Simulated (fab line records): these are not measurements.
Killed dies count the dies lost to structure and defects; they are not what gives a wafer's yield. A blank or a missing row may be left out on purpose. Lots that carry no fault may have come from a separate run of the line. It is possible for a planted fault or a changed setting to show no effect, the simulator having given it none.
The tool behind it: which one? || flow sky130 || 12 lots, 36 wafers sampled, at 3 steps of a route of 708

WHAT THE GAUGES SHOWED, per wafer
SKY_LOCAL_INTERCONNECT_CD_MEAS_11: target cd 170 nm.
{"lot": "L539", "measured": "day 30 08:49", "on": "cd_sem-02", "cd_nm (nm)": "172.3 170.7 169.5"}
{"lot": "L542", "measured": "day 30 20:44", "on": "cd_sem-02", "cd_nm (nm)": "170.6 171.6 171.7"}
{"lot": "L541", "measured": "day 31 01:52", "on": "cd_sem-02", "cd_nm (nm)": "170.4 170.5 172.3"}
{"lot": "L545", "measured": "day 32 02:47", "on": "cd_sem-01", "cd_nm (nm)": "170.6 170.6 169.9"}
{"lot": "L547", "measured": "day 32 18:56", "on": "cd_sem-02", "cd_nm (nm)": "169.6 168.4 167.9"}
{"lot": "L546", "measured": "day 32 18:25", "on": "cd_sem-02", "cd_nm (nm)": "169.4 170.9 169.7"}
{"lot": "L554", "measured": "day 35 02:25", "on": "cd_sem-02", "cd_nm (nm)": "172.0 171.4 172.6"}
{"lot": "L555", "measured": "day 35 14:25", "on": "cd_sem-02", "cd_nm (nm)": "169.0 170.0 169.5"}
{"lot": "L558", "measured": "day 36 05:45", "on": "cd_sem-02", "cd_nm (nm)": "170.0 170.6 172.4"}
{"lot": "L559", "measured": "day 36 22:23", "on": "cd_sem-01", "cd_nm (nm)": "172.4 173.1 171.7"}
{"lot": "L561", "measured": "day 37 08:46", "on": "cd_sem-01", "cd_nm (nm)": "170.3 171.6 171.5"}
{"lot": "L562", "measured": "day 37 21:35", "on": "cd_sem-02", "cd_nm (nm)": "170.0 168.2 168.2"}

EACH LOT AND THE TOOL THAT RAN IT (in order: tool; ch and the chambers of the sampled wafers; start)
{"lot": "L539", "SKY_LDD_N_IMPLANT_11": "implanter-03 ch 0, day 17 13:58", "SKY_SD_N_STRIP_11": "plasma_asher-02 ch 0,1, day 28 01:19"}
{"lot": "L542", "SKY_LDD_N_IMPLANT_11": "implanter-04 ch 0, day 18 07:58", "SKY_SD_N_STRIP_11": "plasma_asher-02 ch 0,1, day 28 12:46"}
{"lot": "L541", "SKY_LDD_N_IMPLANT_11": "implanter-04 ch 0, day 18 09:11", "SKY_SD_N_STRIP_11": "plasma_asher-04 ch 0,1, day 28 17:04"}
{"lot": "L545", "SKY_LDD_N_IMPLANT_11": "implanter-04 ch 0, day 19 20:05", "SKY_SD_N_STRIP_11": "plasma_asher-01 ch 0,1, day 29 19:58"}
{"lot": "L547", "SKY_LDD_N_IMPLANT_11": "implanter-03 ch 0, day 20 10:40", "SKY_SD_N_STRIP_11": "plasma_asher-01 ch 0, day 30 11:22"}
{"lot": "L546", "SKY_LDD_N_IMPLANT_11": "implanter-04 ch 0, day 20 10:58", "SKY_SD_N_STRIP_11": "plasma_asher-02 ch 0,1, day 30 11:10"}
{"lot": "L554", "SKY_LDD_N_IMPLANT_11": "implanter-04 ch 0, day 23 09:11", "SKY_SD_N_STRIP_11": "plasma_asher-01 ch 1, day 32 18:44"}
{"lot": "L555", "SKY_LDD_N_IMPLANT_11": "implanter-02 ch 0, day 23 22:20", "SKY_SD_N_STRIP_11": "plasma_asher-02 ch 0,1, day 33 06:25"}
{"lot": "L558", "SKY_LDD_N_IMPLANT_11": "implanter-04 ch 0, day 24 15:13", "SKY_SD_N_STRIP_11": "plasma_asher-01 ch 0,1, day 33 21:25"}
{"lot": "L559", "SKY_LDD_N_IMPLANT_11": "implanter-04 ch 0, day 25 08:40", "SKY_SD_N_STRIP_11": "plasma_asher-02 ch 0,1, day 34 13:37"}
{"lot": "L561", "SKY_LDD_N_IMPLANT_11": "implanter-04 ch 0, day 25 21:14", "SKY_SD_N_STRIP_11": "plasma_asher-01 ch 0,1, day 35 01:05"}
{"lot": "L562", "SKY_LDD_N_IMPLANT_11": "implanter-04 ch 0, day 26 04:01", "SKY_SD_N_STRIP_11": "plasma_asher-02 ch 0,1, day 35 12:43"}
- SKY_LDD_N_IMPLANT_11
- SKY_SD_N_STRIP_11: strips in O2/N2.

AS READ BY THE TOOLS THEMSELVES (means over the sampled wafers that have a number; for cases with no such wafer, the mark the record gives instead)
SKY_LDD_N_IMPLANT_11.
{"lot": "L539", "tool": "implanter-03", "dose_ions_cm2": 7.5e+13, "faraday_current_uA": 420, "rotation_deg (degrees)": 293.04}
{"lot": "L542", "tool": "implanter-04", "dose_ions_cm2": 7.5e+13, "faraday_current_uA": 416, "rotation_deg (degrees)": 292.99}
{"lot": "L541", "tool": "implanter-04", "dose_ions_cm2": 7.5e+13, "faraday_current_uA": 420, "rotation_deg (degrees)": 292.96}
{"lot": "L545", "tool": "implanter-04", "dose_ions_cm2": 6.7e+13, "faraday_current_uA": 374, "rotation_deg (degrees)": 292.99}
{"lot": "L547", "tool": "implanter-03", "dose_ions_cm2": 7.5e+13, "faraday_current_uA": 429, "rotation_deg (degrees)": 292.99}
{"lot": "L546", "tool": "implanter-04", "dose_ions_cm2": 6.7e+13, "faraday_current_uA": 375, "rotation_deg (degrees)": 293.02}
{"lot": "L554", "tool": "implanter-04", "dose_ions_cm2": 7.5e+13, "faraday_current_uA": 412, "rotation_deg (degrees)": 293.00}
{"lot": "L555", "tool": "implanter-02", "dose_ions_cm2": 7.5e+13, "faraday_current_uA": 425, "rotation_deg (degrees)": 293.01}
{"lot": "L558", "tool": "implanter-04", "dose_ions_cm2": 7.5e+13, "faraday_current_uA": 418, "rotation_deg (degrees)": 293.01}
{"lot": "L559", "tool": "implanter-04", "dose_ions_cm2": 7.5e+13, "faraday_current_uA": 423, "rotation_deg (degrees)": 293.03}
{"lot": "L561", "tool": "implanter-04", "dose_ions_cm2": 7.5e+13, "faraday_current_uA": 426, "rotation_deg (degrees)": 293.02}
{"lot": "L562", "tool": "implanter-04", "dose_ions_cm2": 7.5e+13, "faraday_current_uA": 419, "rotation_deg (degrees)": 293.01}

SKY_SD_N_STRIP_11.
{"lot": "L539", "tool": "plasma_asher-02", "chamber_pressure_mTorr (mTorr)": 1499.2, "drypump_motor_current_A (A)": 5.3, "oes_product_au (a.u.)": 0.532, "strip_time_to_endpoint_s (s)": 22.61}
{"lot": "L542", "tool": "plasma_asher-02", "chamber_pressure_mTorr (mTorr)": 1500.2, "drypump_motor_current_A (A)": 5.4, "oes_product_au (a.u.)": 0.527, "strip_time_to_endpoint_s (s)": 22.53}
{"lot": "L541", "tool": "plasma_asher-04", "chamber_pressure_mTorr (mTorr)": 1499.8, "drypump_motor_current_A (A)": 5.9, "oes_product_au (a.u.)": 0.529, "strip_time_to_endpoint_s (s)": 22.52}
{"lot": "L545", "tool": "plasma_asher-01", "chamber_pressure_mTorr (mTorr)": 1500.8, "drypump_motor_current_A (A)": 5.7, "oes_product_au (a.u.)": 0.533, "strip_time_to_endpoint_s (s)": 22.62}
{"lot": "L547", "tool": "plasma_asher-01", "chamber_pressure_mTorr (mTorr)": 1500.5, "drypump_motor_current_A (A)": 4.8, "oes_product_au (a.u.)": 0.526, "strip_time_to_endpoint_s (s)": 22.55}
{"lot": "L546", "tool": "plasma_asher-02", "chamber_pressure_mTorr (mTorr)": 1498.1, "drypump_motor_current_A (A)": 5.3, "oes_product_au (a.u.)": 0.527, "strip_time_to_endpoint_s (s)": 22.60}
{"lot": "L554", "tool": "plasma_asher-01", "chamber_pressure_mTorr (mTorr)": 1499.2, "drypump_motor_current_A (A)": 6.2, "oes_product_au (a.u.)": 0.529, "strip_time_to_endpoint_s (s)": 22.52}
{"lot": "L555", "tool": "plasma_asher-02", "chamber_pressure_mTorr (mTorr)": 1498.9, "drypump_motor_current_A (A)": 5.3, "oes_product_au (a.u.)": 0.528, "strip_time_to_endpoint_s (s)": 22.56}
{"lot": "L558", "tool": "plasma_asher-01", "chamber_pressure_mTorr (mTorr)": 1500.6, "drypump_motor_current_A (A)": 5.7, "oes_product_au (a.u.)": 0.527, "strip_time_to_endpoint_s (s)": 22.57}
{"lot": "L559", "tool": "plasma_asher-02", "chamber_pressure_mTorr (mTorr)": 1499.5, "drypump_motor_current_A (A)": 5.4, "oes_product_au (a.u.)": 0.529, "strip_time_to_endpoint_s (s)": 22.51}
{"lot": "L561", "tool": "plasma_asher-01", "chamber_pressure_mTorr (mTorr)": 1501.7, "drypump_motor_current_A (A)": 5.7, "oes_product_au (a.u.)": 0.528, "strip_time_to_endpoint_s (s)": 22.57}
{"lot": "L562", "tool": "plasma_asher-02", "chamber_pressure_mTorr (mTorr)": 1500.5, "drypump_motor_current_A (A)": 5.4, "oes_product_au (a.u.)": 0.528, "strip_time_to_endpoint_s (s)": 22.55}

THE ANSWER, worked out from the rows above alone
Rule: what is usual is taken from the lots themselves. The widest of any qualifying gaps counts: lots, ordered by their means at a reading, are off when they make up no more than a third of the lots, leave a main group of 4 or more, and stand apart from it by 3 or more times the standard deviation of that group's means. A main group is skipped when, at the precision printed for the reading in the tables above, its means are all equal. A lot without any number at a reading at which 4 lots or more have one is off too. Where the step has rows for the other lots, those lots are counted as sound. After the gauges, taken in route order, come the tools' own readings; for these a lot's mean is taken, as printed above. The first step at which some lot is off is used, and at that step the reading that is off furthest; a lot without a number counts as furthest.
Off: L545, L546 (SKY_LDD_N_IMPLANT_11, faraday_current_uA). Main group: mean 421, sd 4.8.
A tool fits if, at that step or a process step before it, it ran every lot that is off, and no sound lot after the first of them. No candidate that was tried fits.

WHAT WAS PUT IN BY THE SIMULATOR
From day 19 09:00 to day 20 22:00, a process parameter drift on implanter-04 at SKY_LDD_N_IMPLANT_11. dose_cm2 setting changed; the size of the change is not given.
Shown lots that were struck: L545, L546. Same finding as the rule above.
